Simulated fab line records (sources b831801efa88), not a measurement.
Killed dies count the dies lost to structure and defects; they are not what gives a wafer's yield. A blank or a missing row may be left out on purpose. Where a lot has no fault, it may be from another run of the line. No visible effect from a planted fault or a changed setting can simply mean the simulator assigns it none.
Struck lot and sound lot, side by side :: flow sky130 :: 14 out of 708 route steps
Sound: the wafers L843.1, L843.2, L843.6. Wafers L852.1, L852.4, L852.5 were the ones struck. The cause is named last.
Each step with rows lists, per side, the tool, then ch with its chambers, then its first start. Under that, the readings that differ: sound wafers :: struck wafers :: difference of the means :: sigmas: that difference in standard deviations of wafers without a fault.
alike: a reading whose means differ by less than 2 such deviations, as well as words and numbers matching on both sides. not compared: withheld readings; readings where some wafer has no value; bounds like >300 that might hide an equal value; numbers whose values overlap and for which the record gives no deviation.
Wherever a step has rows on one side only, a row that says differs or no value, or a row with sigmas, the two part there. Numbers that don't overlap but have no deviation are shown without sigmas and don't part them. A reading missing from all wafers of one side parts the sides only when that side holds two or more wafers.

first, 4 steps without rows for these wafers: SKY_VT_ADJUST_LVTN_SOFTBAKE_03; SKY_VT_ADJUST_LVTN_EXPOSE_04 (exposes mask NWM COMPLEMENT LESS NATIVE, target cd 840 nm); SKY_VT_ADJUST_LVTN_PEB_05; SKY_VT_ADJUST_LVTN_DEVELOP_06 (develop time 60 s).
SKY_VT_ADJUST_LVTN_OVL_MEAS_07:
  sound on overlay-01, day 9 09:33; struck on overlay-02, day 11 22:06
  alike: VT_ADJUST_LVTN_OVL
then, 1 step without rows for these wafers: SKY_VT_ADJUST_LVTN_IMPLANT_08.
SKY_VT_ADJUST_LVTN_STRIP_09: strips in O2/N2.
  sound on plasma-asher-04 ch 0,1, day 9 09:44; struck on plasma-asher-01 ch 0,1, day 11 22:17
  alike: drypump-motor-current-A, oes-product-au, strip-time-to-endpoint-s
  not compared: rf-hours-counter-h
SKY_VT_ADJUST_LVTN_TW_MEAS_10:
  sound on film-metro-04, day 9 09:50; struck on film-metro-01, day 11 22:23
  alike: VT_ADJUST_LVTN_TW
then, 4 steps without rows for these wafers: SKY_VT_ADJUST_LVTN_DEHYDRATE_11 (time 60 s); SKY_VT_ADJUST_LVTN_HMDS_12 (prime time 60 s); SKY_VT_ADJUST_LVTN_COAT_13 (resist thk 1140 nm); SKY_VT_ADJUST_LVTN_SOFTBAKE_14 (time 60 s).
SKY_VT_ADJUST_LVTN_EXPOSE_15: exposes mask HVN STD DERIVED, target cd 600 nm.
  struck on iline-stepper-01, day 12 10:28; sound on iline-stepper-02 ch 0, day 9 20:01
  no value came back on the struck wafers for exposure-dose-mJ-cm2, focus-offset-nm (nm), reticle-temp-C (C); on the sound wafers exposure-dose-mJ-cm2 reads 163.20 163.39 163.03
reading: model.VT_ADJUST_LVTN.overlay-x-nm (nm)
sound: 1.206 1.206 1.206
struck: 2.428 2.428 2.428
difference: +1.222
sigmas: 
  alike: mask
then, 1 step without rows for these wafers: SKY_VT_ADJUST_LVTN_PEB_16.

== WHERE THEY PART ==
SKY_VT_ADJUST_LVTN_EXPOSE_15 only, going by this record.

WHY: what had been put in by the simulator
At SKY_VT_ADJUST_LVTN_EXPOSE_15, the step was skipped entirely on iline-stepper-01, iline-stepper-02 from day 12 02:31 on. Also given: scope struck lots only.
